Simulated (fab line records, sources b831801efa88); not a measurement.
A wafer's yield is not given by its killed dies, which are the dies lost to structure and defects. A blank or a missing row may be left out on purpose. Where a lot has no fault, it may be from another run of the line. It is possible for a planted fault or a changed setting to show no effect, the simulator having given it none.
fab line records    flow sky130
[record] lots = 5  wafers = 15  last_day = 49
route steps=708 shown SONOS_TUNNEL@158 SONOS_ONO@168 GATE_OXIDE@187
lots with no fault: from the same line, run without faults
start_h: start of the lot's first displayed wafer, in hours after the record's first day    wait_h: hours elapsed since this lot's preceding step    " unchanged from the row above    L1.1+2: a single row standing in for several wafers    - either no value or no given start    * or withheld: withheld    < > ~ a bound
route shown NAME@n: a module of which the file shows steps, and the number in the route of the first    usual: mean and standard deviation over wafers with no fault    same: alike in all rows    chamber/n: place in a boat    sites: the reading at each site    _std_site: their standard deviation    _edge_site: the outer-site mean with the inner-site mean subtracted    radius_mm: how far each site lies from the wafer's centre    mask NAME#n: copy n    behind: tool/chamber where the wafer was last shaped    hold: why the lot went on hold/how many hours it stayed there/how the hold came to an end    device: names the non-switching transistor (n, p or np)    end of line: tests of these same wafers at the route's end    for a step that has no rows: nothing shown but its recipe    killed: dies lost to structure and defects at the first sort, not the wafer's yield    map: dies across one wafer; x = killed, . = not, _ = none there
set.NAME: the setting the step ran with; set.NAME@STEP: the setting that earlier step ran with    model.NAME: the simulator's own value behind a step, which no gauge read
certain route steps with their lots: each step a table, each wafer a row
services: from which hour (start_h, from the record's first day; less than 0 if before it) a tool's chamber was out of use, for how many hours, and why
[[steps]]
[step SKY_SONOS_TUNNEL_EXPOSE_04]
[recipe] mask_id = TUNM  na = 0.6  source_shape = conventional  sigma_outer = 0.6  polarization = unpolarized  target_cd_nm = 410  dose_mj = 136
[usual] exposure_dose_mJ_cm2 = 135.96/0.12
[same] sigma_outer = 0.6
lot.wafer  tool              chamber  start_h  wait_h  mask    exposure_dose_mJ_cm2
L077.1     iline_stepper-02  0        -        -       TUNM#0  135.98
L077.2     "                 0        "        "       TUNM#0  135.97
L077.3     "                 0        "        "       TUNM#0  136.19
L081.1     iline_stepper-01  0        -        -       TUNM#0  135.98
L081.2     "                 0        "        "       TUNM#0  136.12
L081.6     "                 0        "        "       TUNM#0  136.31
L082.2     iline_stepper-01  0        -        -       TUNM#0  135.99
L082.4     "                 0        "        "       TUNM#0  135.93
L082.5     "                 0        "        "       TUNM#0  135.97
L085.1     iline_stepper-01  0        -        -       TUNM#0  135.93
L085.2     "                 0        "        "       TUNM#0  135.99
L085.5     "                 0        "        "       TUNM#0  136.05
L092.2     iline_stepper-01  0        -        -       TUNM#0  136.11
L092.4     "                 0        "        "       TUNM#0  136.11
L092.5     "                 0        "        "       TUNM#0  136.11
[step SKY_SONOS_TUNNEL_PEB_05]
[recipe] temp_c = withheld  time_s = *  resist = NOVOLAK
lot.wafer   tool            chamber  start_h  wait_h
L077.1+2+3  litho_track-03  0        -        -
L081.1+2+6  litho_track-02  0        -        -
L082.2+4+5  litho_track-02  0        -        -
L085.1+2+5  litho_track-02  0        -        -
L092.2+4+5  litho_track-03  0        -        -
[step SKY_SONOS_TUNNEL_DEVELOP_06]
[recipe] resist = NOVOLAK  developer = TMAH  develop_time_s = 60  dev_temp_c = 23
[same] develop_time_s = 60
lot.wafer   tool            chamber  start_h  wait_h
L077.1+2+3  litho_track-03  0        273.78   0.1
L081.1+2+6  litho_track-02  0        300.94   0.1
L082.2+4+5  litho_track-02  0        316.77   0.1
L085.1+2+5  litho_track-02  0        332.39   0.1
L092.2+4+5  litho_track-03  0        386.45   0.1
[step SKY_SONOS_TUNNEL_CD_MEAS_07]
[recipe] target_cd_nm = 410
[usual] cd_nm = 409.7/2.3
lot.wafer  tool       chamber  start_h  wait_h  cd_nm
L077.1     cd_sem-01  -        273.93   0.1     409.4
L077.2     "          -        "        "       409.7
L077.3     "          -        "        "       408.3
L081.1     cd_sem-02  -        301.09   0.1     407.0
L081.2     "          -        "        "       409.1
L081.6     "          -        "        "       407.4
L082.2     cd_sem-02  -        316.92   0.1     409.0
L082.4     "          -        "        "       408.2
L082.5     "          -        "        "       408.4
L085.1     cd_sem-01  -        332.54   0.1     410.2
L085.2     "          -        "        "       409.6
L085.5     "          -        "        "       412.1
L092.2     cd_sem-02  -        386.60   0.1     408.8
L092.4     "          -        "        "       407.3
L092.5     "          -        "        "       409.1
[step SKY_SONOS_TUNNEL_OVL_MEAS_08]
[usual] SONOS_TUNNEL_OVL = 0.6/1.4
lot.wafer  tool        chamber  start_h  wait_h  SONOS_TUNNEL_OVL[nm]
L077.1     overlay-02  -        274.05   0.1     -1.0
L077.2     "           -        "        "       -0.2
L077.3     "           -        "        "       0.7
L081.1     overlay-02  -        301.21   0.1     -0.5
L081.2     "           -        "        "       -0.1
L081.6     "           -        "        "       1.3
L082.2     overlay-01  -        317.02   0.1     1.9
L082.4     "           -        "        "       2.1
L082.5     "           -        "        "       1.2
L085.1     overlay-02  -        332.66   0.1     0.3
L085.2     "           -        "        "       -0.2
L085.5     "           -        "        "       -0.4
L092.2     overlay-02  -        386.70   0.1     0.6
L092.4     "           -        "        "       0.4
L092.5     "           -        "        "       -0.4
[step SKY_SONOS_TUNNEL_IMPLANT_09]
[recipe] species = B  energy_kev = 20  dose_cm2 = 1e+12  tilt_deg = withheld
[usual] dose_ions_cm2 = 1e+12/8.9e+08  end_station_pressure_torr = 5.01e-06/2.8e-07
lot.wafer  tool          chamber  start_h  wait_h  dose_ions_cm2  end_station_pressure_torr
L077.1     implanter-04  0        274.09   0.0     9.992e+11      5.19e-06
L077.2     "             0        "        "       9.996e+11      4.68e-06
L077.3     "             0        "        "       1.0002e+12     5.03e-06
L081.1     implanter-02  0        301.25   0.0     1.0001e+12     5.35e-06
L081.2     "             0        "        "       9.993e+11      4.81e-06
L081.6     "             0        "        "       9.98e+11       4.84e-06
L082.2     implanter-02  0        317.08   0.0     1.0004e+12     5.26e-06
L082.4     "             0        "        "       1.0016e+12     5.19e-06
L082.5     "             0        "        "       1.0011e+12     5.26e-06
L085.1     implanter-02  0        332.70   0.0     9.992e+11      5.28e-06
L085.2     "             0        "        "       9.992e+11      5.23e-06
L085.5     "             0        "        "       1.0005e+12     5.22e-06
L092.2     implanter-01  0        386.76   0.0     9.997e+11      5.38e-06
L092.4     "             0        "        "       1.0005e+12     4.66e-06
L092.5     "             0        "        "       1.0003e+12     4.99e-06
[step SKY_SONOS_TUNNEL_WET_ETCH_10]
[recipe] chemistry = dHF  target_depth_nm = 14  target = SiO2  dilution = 100:1  temp_c = 25  time_s = 280
lot.wafer   tool          chamber  start_h  wait_h
L077.1+2+3  wet_bench-03  3        274.24   0.1
L081.1+2+6  wet_bench-03  3        301.40   0.1
L082.2+4+5  wet_bench-01  2        317.20   0.1
L085.1+2+5  wet_bench-04  3        332.85   0.1
L092.2+4+5  wet_bench-01  2        386.88   0.1
[step SKY_SONOS_TUNNEL_STRIP_11]
[recipe] chemistry = SPM  time_s = 600  temp_c = 130
lot.wafer   tool          chamber  start_h  wait_h
L077.1+2+3  wet_bench-03  3        274.32   0.0
L081.1+2+6  wet_bench-01  1        301.59   0.0
L082.2+4+5  wet_bench-04  3        317.29   0.0
L085.1+2+5  wet_bench-01  3        332.94   0.0
L092.2+4+5  wet_bench-03  0        387.06   0.0
[step SKY_SONOS_TUNNEL_TW_MEAS_12]
[usual] SONOS_TUNNEL_TW = 197.3/1
lot.wafer  tool           chamber  start_h  wait_h  SONOS_TUNNEL_TW
L077.1     film_metro-02  -        274.50   0.0     199.2
L077.2     "              -        "        "       199.2
L077.3     "              -        "        "       199.6
L081.1     film_metro-01  -        301.77   0.0     198.0
L081.2     "              -        "        "       198.4
L081.6     "              -        "        "       197.5
L082.2     film_metro-02  -        317.47   0.0     195.6
L082.4     "              -        "        "       197.1
L082.5     "              -        "        "       197.4
L085.1     film_metro-04  -        333.11   0.0     196.4
L085.2     "              -        "        "       197.9
L085.5     "              -        "        "       197.2
L092.2     film_metro-04  -        387.24   0.0     194.7
L092.4     "              -        "        "       195.5
L092.5     "              -        "        "       194.4
[step SKY_SONOS_TUNNEL_CLEAN_13]
[recipe] chemistry = dHF  time_s = 20  dilution = 100:1  dry = ipa_marangoni
lot.wafer   tool          chamber  start_h  wait_h
L077.1+2+3  wet_bench-01  2        274.56   0.1
L081.1+2+6  wet_bench-01  1        301.83   0.1
L082.2+4+5  wet_bench-01  1        317.52   0.0
L085.1+2+5  wet_bench-03  0        333.17   0.1
L092.2+4+5  wet_bench-01  2        387.29   0.0
[step SKY_SONOS_ONO_OXIDATION_00]
[recipe] temp_c = 800  ambient = O2  idle_temp_c = 700  ramp_up_c_per_min = 10  ramp_down_c_per_min = 3  stabilise_s = 600  purge_s = 300  target_thk_a = 26  ox_time_s = 1293
[same] ox_time_s = 1293  purge_s = 300
lot.wafer   tool        chamber  start_h  wait_h
L077.1+2+3  furnace-01  0        275.44   0.9
L081.1+2+6  furnace-02  0        302.34   0.5
L082.2+4+5  furnace-01  0        317.64   0.1
L085.1+2+5  furnace-02  0        334.16   1.0
L092.2+4+5  furnace-01  0        387.33   0.0
[step SKY_SONOS_ONO_THK_MEAS_01]
[recipe] reads = SiO2_of_SONOS_ONO_OXIDATION_00
[usual] SONOS_ONO_OXIDATION_THK = 2.67/0.053
lot.wafer  tool           chamber  start_h  wait_h  SONOS_ONO_OXIDATION_THK[nm]
L077.1     film_metro-04  -        276.79   0.0     2.70
L077.2     "              -        "        "       2.69
L077.3     "              -        "        "       2.76
L081.1     film_metro-04  -        303.69   0.0     2.67
L081.2     "              -        "        "       2.62
L081.6     "              -        "        "       2.68
L082.2     film_metro-04  -        319.00   0.0     2.70
L082.4     "              -        "        "       2.61
L082.5     "              -        "        "       2.73
L085.1     film_metro-04  -        335.50   0.0     2.72
L085.2     "              -        "        "       2.69
L085.5     "              -        "        "       2.69
L092.2     film_metro-01  -        388.69   0.0     2.74
L092.4     "              -        "        "       2.65
L092.5     "              -        "        "       2.59
[step SKY_SONOS_ONO_CVD_02]
[recipe] material = Si3N4  precursor = DCS/NH3  target_thk_nm = 10.5  temp_c = 770  time_s = 180  pressure_mtorr = 250
lot.wafer   tool      chamber  start_h  wait_h
L077.1+2+3  lpcvd-02  1        278.16   1.4
L081.1+2+6  lpcvd-02  1        305.00   1.3
L082.2+4+5  lpcvd-02  0        319.83   0.8
L085.1+2+5  lpcvd-02  1        336.08   0.6
L092.2+4+5  lpcvd-02  0        390.95   2.3
[step SKY_SONOS_ONO_THK_MEAS_03]
[recipe] reads = Si3N4_of_SONOS_ONO_CVD_02
[usual] SONOS_ONO_CVD_02_THK = 10.51/0.11
lot.wafer  tool           chamber  start_h  wait_h  SONOS_ONO_CVD_02_THK[nm]
L077.1     film_metro-03  -        279.21   0.0     10.47
L077.2     "              -        "        "       10.48
L077.3     "              -        "        "       10.46
L081.1     film_metro-01  -        306.05   0.0     10.55
L081.2     "              -        "        "       10.51
L081.6     "              -        "        "       10.51
L082.2     film_metro-03  -        320.89   0.0     10.62
L082.4     "              -        "        "       10.51
L082.5     "              -        "        "       10.53
L085.1     film_metro-04  -        337.13   0.0     10.43
L085.2     "              -        "        "       10.47
L085.5     "              -        "        "       10.45
L092.2     film_metro-04  -        392.01   0.0     10.45
L092.4     "              -        "        "       10.47
L092.5     "              -        "        "       10.58
[step SKY_SONOS_ONO_CVD_04]
[recipe] material = SiO2  precursor = SiH4/N2O  target_thk_nm = 5.7199  temp_c = 900  pressure_mtorr = 400
lot.wafer   tool      chamber  start_h  wait_h
L077.1+2+3  lpcvd-03  1        279.27   0.1
L081.1+2+6  lpcvd-03  0        306.11   0.1
L082.2+4+5  lpcvd-03  0        320.94   0.0
L085.1+2+5  lpcvd-03  0        337.19   0.1
L092.2+4+5  lpcvd-03  0        392.06   0.0
[step SKY_SONOS_ONO_THK_MEAS_05]
[recipe] reads = SiO2_of_SONOS_ONO_CVD_04
[usual] SONOS_ONO_CVD_04_THK = 5.72/0.14
lot.wafer  tool           chamber  start_h  wait_h  SONOS_ONO_CVD_04_THK[nm]
L077.1     film_metro-01  -        280.52   0.0     5.62
L077.2     "              -        "        "       5.65
L077.3     "              -        "        "       5.49
L081.1     film_metro-04  -        307.36   0.0     5.71
L081.2     "              -        "        "       5.76
L081.6     "              -        "        "       5.58
L082.2     film_metro-03  -        322.20   0.0     5.86
L082.4     "              -        "        "       5.79
L082.5     "              -        "        "       5.68
L085.1     film_metro-03  -        338.44   0.0     5.56
L085.2     "              -        "        "       5.62
L085.5     "              -        "        "       5.71
L092.2     film_metro-04  -        393.32   0.0     5.66
L092.4     "              -        "        "       5.63
L092.5     "              -        "        "       5.53
[step SKY_SONOS_ONO_DEHYDRATE_06]
[recipe] temp_c = 200  time_s = 60
lot.wafer   tool            chamber  start_h  wait_h
L077.1+2+3  litho_track-03  0        292.83   12.3
L081.1+2+6  litho_track-03  0        320.13   12.8
L082.2+4+5  litho_track-01  0        334.74   12.5
L085.1+2+5  litho_track-03  0        351.88   13.4
L092.2+4+5  litho_track-03  0        407.70   14.4
[step SKY_SONOS_ONO_HMDS_07]
[recipe] prime_time_s = 60  prime_temp_c = 120
lot.wafer   tool            chamber  start_h  wait_h
L077.1+2+3  litho_track-03  0        292.98   0.1
L081.1+2+6  litho_track-03  0        320.28   0.1
L082.2+4+5  litho_track-01  0        334.89   0.1
L085.1+2+5  litho_track-03  0        352.03   0.1
L092.2+4+5  litho_track-03  0        407.85   0.1
[step SKY_SONOS_ONO_COAT_08]
[recipe] resist = NOVOLAK  spin_rpm = 3000  resist_thk_nm = 1140
lot.wafer   tool            chamber  start_h  wait_h
L077.1+2+3  litho_track-03  0        293.13   0.1
L081.1+2+6  litho_track-03  0        320.43   0.1
L082.2+4+5  litho_track-01  0        335.04   0.1
L085.1+2+5  litho_track-03  0        352.18   0.1
L092.2+4+5  litho_track-03  0        408.00   0.1
[step SKY_SONOS_ONO_SOFTBAKE_09]
[recipe] temp_c = 90  time_s = 60  resist = NOVOLAK
lot.wafer   tool            chamber  start_h  wait_h
L077.1+2+3  litho_track-03  0        293.28   0.1
L081.1+2+6  litho_track-03  0        320.58   0.1
L082.2+4+5  litho_track-01  0        335.19   0.1
L085.1+2+5  litho_track-03  0        352.33   0.1
L092.2+4+5  litho_track-03  0        408.15   0.1
[step SKY_SONOS_ONO_EXPOSE_10]
[recipe] mask_id = ONOM  target_cd_nm = 410  na = 0.6  source_shape = conventional  sigma_outer = 0.6  dose_mj = 150
[usual] exposure_dose_mJ_cm2 = 150.02/0.13
[same] sigma_outer = 0.6
lot.wafer  tool              chamber  start_h  wait_h  mask    exposure_dose_mJ_cm2
L077.1     iline_stepper-01  0        -        -       ONOM#0  149.90
L077.2     "                 0        "        "       ONOM#0  149.94
L077.3     "                 0        "        "       ONOM#0  150.12
L081.1     iline_stepper-02  0        -        -       ONOM#0  149.98
L081.2     "                 0        "        "       ONOM#0  149.78
L081.6     "                 0        "        "       ONOM#0  150.21
L082.2     iline_stepper-01  0        -        -       ONOM#0  149.89
L082.4     "                 0        "        "       ONOM#0  150.06
L082.5     "                 0        "        "       ONOM#0  149.95
L085.1     iline_stepper-01  0        -        -       ONOM#0  150.32
L085.2     "                 0        "        "       ONOM#0  150.28
L085.5     "                 0        "        "       ONOM#0  150.25
L092.2     iline_stepper-02  0        -        -       ONOM#0  149.78
L092.4     "                 0        "        "       ONOM#0  149.97
L092.5     "                 0        "        "       ONOM#0  150.12
[step SKY_SONOS_ONO_PEB_11]
[recipe] temp_c = withheld  time_s = *  resist = NOVOLAK
lot.wafer   tool            chamber  start_h  wait_h
L077.1+2+3  litho_track-01  0        -        -
L081.1+2+6  litho_track-04  0        -        -
L082.2+4+5  litho_track-04  0        -        -
L085.1+2+5  litho_track-04  0        -        -
L092.2+4+5  litho_track-03  0        -        -
[step SKY_SONOS_ONO_DEVELOP_12]
[recipe] develop_time_s = 60  dev_temp_c = 23
[same] develop_time_s = 60
lot.wafer   tool            chamber  start_h  wait_h
L077.1+2+3  litho_track-01  0        305.51   0.1
L081.1+2+6  litho_track-04  0        333.29   0.1
L082.2+4+5  litho_track-04  0        349.22   0.1
L085.1+2+5  litho_track-04  0        365.39   0.1
L092.2+4+5  litho_track-03  0        422.65   0.1
[step SKY_SONOS_ONO_CD_MEAS_13]
[recipe] target_cd_nm = 410
[usual] cd_nm = 410.0/2.3
lot.wafer  tool       chamber  start_h  wait_h  cd_nm
L077.1     cd_sem-02  -        305.66   0.1     410.3
L077.2     "          -        "        "       414.7
L077.3     "          -        "        "       413.7
L081.1     cd_sem-01  -        333.44   0.1     406.0
L081.2     "          -        "        "       406.8
L081.6     "          -        "        "       406.8
L082.2     cd_sem-02  -        349.36   0.1     405.7
L082.4     "          -        "        "       404.9
L082.5     "          -        "        "       405.1
L085.1     cd_sem-01  -        365.54   0.1     412.7
L085.2     "          -        "        "       413.1
L085.5     "          -        "        "       412.6
L092.2     cd_sem-01  -        422.80   0.1     409.5
L092.4     "          -        "        "       409.9
L092.5     "          -        "        "       409.2
[step SKY_SONOS_ONO_OVL_MEAS_14]
[usual] SONOS_ONO_OVL = -0.6/1.2
lot.wafer  tool        chamber  start_h  wait_h  SONOS_ONO_OVL[nm]
L077.1     overlay-01  -        305.78   0.1     -0.1
L077.2     "           -        "        "       0.7
L077.3     "           -        "        "       0.0
L081.1     overlay-02  -        333.56   0.1     0.2
L081.2     "           -        "        "       -1.6
L081.6     "           -        "        "       -0.7
L082.2     overlay-02  -        349.47   0.1     0.5
L082.4     "           -        "        "       0.0
L082.5     "           -        "        "       -0.2
L085.1     overlay-01  -        365.66   0.1     -0.6
L085.2     "           -        "        "       -1.2
L085.5     "           -        "        "       -0.4
L092.2     overlay-01  -        422.90   0.1     0.4
L092.4     "           -        "        "       -0.6
L092.5     "           -        "        "       -1.2
[step SKY_SONOS_ONO_ETCH_15]
[recipe] target_depth_nm = 19.52  chemistry = CHF3/O2  source_w = 600  bias_w = 200  pressure_mtorr = 40  chf3_flow_sccm = 50  O2_flow_sccm = 5  time_s = 7.8
[usual] bias_w = 200.0/0.54  drypump_motor_current_A = 5.6/0.47  oes_product_au = 0.997/0.0075  throttle_valve_pct = 8.824/0.0092
lot.wafer  tool         chamber  start_h  wait_h  bias_w  drypump_motor_current_A  oes_product_au  rf_hours_counter_h  throttle_valve_pct
L077.1     rie_diel-02  0        305.82   0.0     200.3   5.2                      0.995           28                  8.825
L077.2     "            3        "        "       200.5   5.5                      1.016           13                  8.802
L077.3     "            1        "        "       200.2   5.2                      0.990           3                   8.838
L081.1     rie_diel-03  2        333.60   0.0     200.3   5.7                      0.998           2                   8.817
L081.2     "            0        "        "       200.4   6.3                      1.020           40                  8.821
L081.6     "            3        "        "       200.1   5.9                      1.000           -                   8.818
L082.2     rie_diel-03  1        349.50   0.0     200.4   6.0                      0.996           1                   8.833
L082.4     "            3        "        "       199.6   5.9                      0.999           12                  8.826
L082.5     "            3        "        "       199.8   6.0                      0.993           -                   8.834
L085.1     rie_diel-01  1        365.70   0.0     200.4   4.8                      0.994           76                  8.824
L085.2     "            2        "        "       199.0   5.1                      0.978           0                   8.824
L085.5     "            1        "        "       200.4   4.8                      0.999           -                   8.842
L092.2     rie_diel-02  3        422.93   0.0     200.2   5.5                      1.003           16                  8.831
L092.4     "            0        "        "       199.5   5.2                      1.003           30                  8.822
L092.5     "            1        "        "       200.0   5.2                      1.000           -                   8.833
[step SKY_SONOS_ONO_WET_ETCH_16]
[recipe] chemistry = dHF  target_depth_nm = 14  dry = n2_spin  target = SiO2  dilution = 100:1  temp_c = 25  time_s = 280
lot.wafer   tool          chamber  start_h  wait_h
L077.1+2+3  wet_bench-03  2        305.84   0.0
L081.1+2+6  wet_bench-02  0        333.62   0.0
L082.2+4+5  wet_bench-02  1        349.52   0.0
L085.1+2+5  wet_bench-02  3        365.72   0.0
L092.2+4+5  wet_bench-03  2        422.96   0.0
[step SKY_SONOS_ONO_STRIP_17]
[recipe] chemistry = O2/N2  power_w = 1400  pressure_mtorr = 1500  platen_temp_c = withheld  o2_flow_sccm = 3000  n2_flow_sccm = 300  overash_fraction = 0.5
[usual] drypump_motor_current_A = 5.7/0.43  oes_product_au = 0.710/0.0045  strip_time_to_endpoint_s = 14.08/0.045
lot.wafer  tool             chamber  start_h  wait_h  drypump_motor_current_A  oes_product_au  rf_hours_counter_h  strip_time_to_endpoint_s
L077.1     plasma_asher-02  1        305.93   0.0     6.2                      0.715           18                  14.08
L077.2     "                0        "        "       5.3                      0.705           18                  14.06
L077.3     "                1        "        "       6.1                      0.712           -                   14.07
L081.1     plasma_asher-04  0        333.71   0.0     5.6                      0.712           53                  14.05
L081.2     "                1        "        "       6.3                      0.709           53                  13.99
L081.6     "                0        "        "       5.6                      0.716           -                   14.06
L082.2     plasma_asher-02  1        349.61   0.0     6.2                      0.713           22                  14.04
L082.4     "                1        "        "       6.1                      0.712           -                   14.03
L082.5     "                1        "        "       6.1                      0.712           -                   14.03
L085.1     plasma_asher-02  0        365.81   0.0     5.2                      0.714           24                  14.11
L085.2     "                1        "        "       6.1                      0.710           24                  14.16
L085.5     "                0        "        "       5.2                      0.710           -                   14.12
L092.2     plasma_asher-02  0        423.16   0.0     5.3                      0.710           29                  14.05
L092.4     "                0        "        "       5.2                      0.714           -                   14.05
L092.5     "                1        "        "       6.1                      0.708           -                   14.07
[step SKY_SONOS_ONO_WET_ETCH_18]
[recipe] chemistry = H3PO4  target_depth_nm = 15  target = Si3N4  temp_c = 160  time_s = 172
lot.wafer   tool          chamber  start_h  wait_h
L077.1+2+3  wet_bench-02  2        306.03   0.1
L081.1+2+6  wet_bench-03  1        333.81   0.1
L082.2+4+5  wet_bench-02  0        349.71   0.1
L085.1+2+5  wet_bench-04  3        365.91   0.1
L092.2+4+5  wet_bench-04  0        423.26   0.1
[step SKY_GATE_OXIDE_CLEAN_00]
[recipe] chemistry = SC1/SC2  mix = 1:4:20  temp_c = 70  time_s = 150  dry = n2_spin
lot.wafer   tool          chamber  start_h  wait_h
L077.1+2+3  wet_bench-04  1        306.09   0.0
L081.1+2+6  wet_bench-02  3        333.87   0.0
L082.2+4+5  wet_bench-03  1        349.77   0.0
L085.1+2+5  wet_bench-02  2        365.97   0.0
L092.2+4+5  wet_bench-02  2        423.32   0.0
[step SKY_GATE_OXIDE_OXIDATION_01]
[recipe] temp_c = 900  ambient = O2  stabilise_s = 600  purge_s = 300  target_thk_a = 102.68  ox_time_s = 1473
[same] ox_time_s = 1473  purge_s = 300
lot.wafer   tool        chamber  start_h  wait_h
L077.1+2+3  furnace-02  0        308.12   2.0
L081.1+2+6  furnace-01  0        334.54   0.6
L082.2+4+5  furnace-02  0        351.23   1.4
L085.1+2+5  furnace-02  0        367.40   1.4
L092.2+4+5  furnace-01  0        424.25   0.8
[step SKY_GATE_OXIDE_THK_MEAS_02]
[recipe] reads = SiO2_of_GATE_OXIDE_OXIDATION_01
[usual] GATE_OXIDE_OXIDATION_00_THK = 10.32/0.18
lot.wafer  tool           chamber  start_h  wait_h  GATE_OXIDE_OXIDATION_00_THK[nm]
L077.1     film_metro-03  -        309.53   0.0     10.20
L077.2     "              -        "        "       10.24
L077.3     "              -        "        "       10.28
L081.1     film_metro-04  -        335.95   0.0     10.29
L081.2     "              -        "        "       10.16
L081.6     "              -        "        "       10.07
L082.2     film_metro-02  -        352.65   0.0     10.32
L082.4     "              -        "        "       10.36
L082.5     "              -        "        "       10.42
L085.1     film_metro-03  -        368.81   0.0     10.19
L085.2     "              -        "        "       10.26
L085.5     "              -        "        "       10.15
L092.2     film_metro-02  -        425.67   0.0     10.30
L092.4     "              -        "        "       10.29
L092.5     "              -        "        "       10.37
[step SKY_GATE_OXIDE_DEHYDRATE_03]
[recipe] temp_c = 200  time_s = 60
lot.wafer   tool            chamber  start_h  wait_h
L077.1+2+3  litho_track-04  0        322.44   12.9
L081.1+2+6  litho_track-04  0        349.34   13.4
L082.2+4+5  litho_track-03  0        365.40   12.7
L085.1+2+5  litho_track-03  0        382.23   13.4
L092.2+4+5  litho_track-03  0        440.45   14.8
[[services]]
tool              chamber  start_h  hours  kind
furnace-01        -        238.98   3.2    pm
rie_diel-01       -        244.17   0.3    repair
implanter-01      -        278.42   7.5    repair
iline_stepper-02  -        287.77   3.8    repair
rie_diel-03       2        293.90   5.2    repair
implanter-02      -        294.29   3.8    repair
wet_bench-02      -        295.38   6.0    repair
implanter-01      -        302.18   3.0    pm
plasma_asher-02   -        303.91   1.5    repair
furnace-02        -        305.39   2.7    pm
wet_bench-04      -        311.30   4.4    pm
iline_stepper-02  -        342.39   1.7    pm
furnace-02        -        344.38   3.3    pm
wet_bench-04      -        346.55   2.8    repair
furnace-02        -        347.64   1.0    pm
iline_stepper-01  -        353.97   1.7    pm
wet_bench-04      -        356.10   1.9    pm
implanter-04      -        356.73   0.7    repair
rie_diel-01       2        358.42   2.8    repair
lpcvd-02          -        364.12   2.8    pm
rie_diel-03       2        377.92   6.8    repair
implanter-02      -        381.26   1.4    repair
furnace-01        -        406.67   4.0    pm
rie_diel-01       0        429.61   8.4    repair
[[key]]
fault none
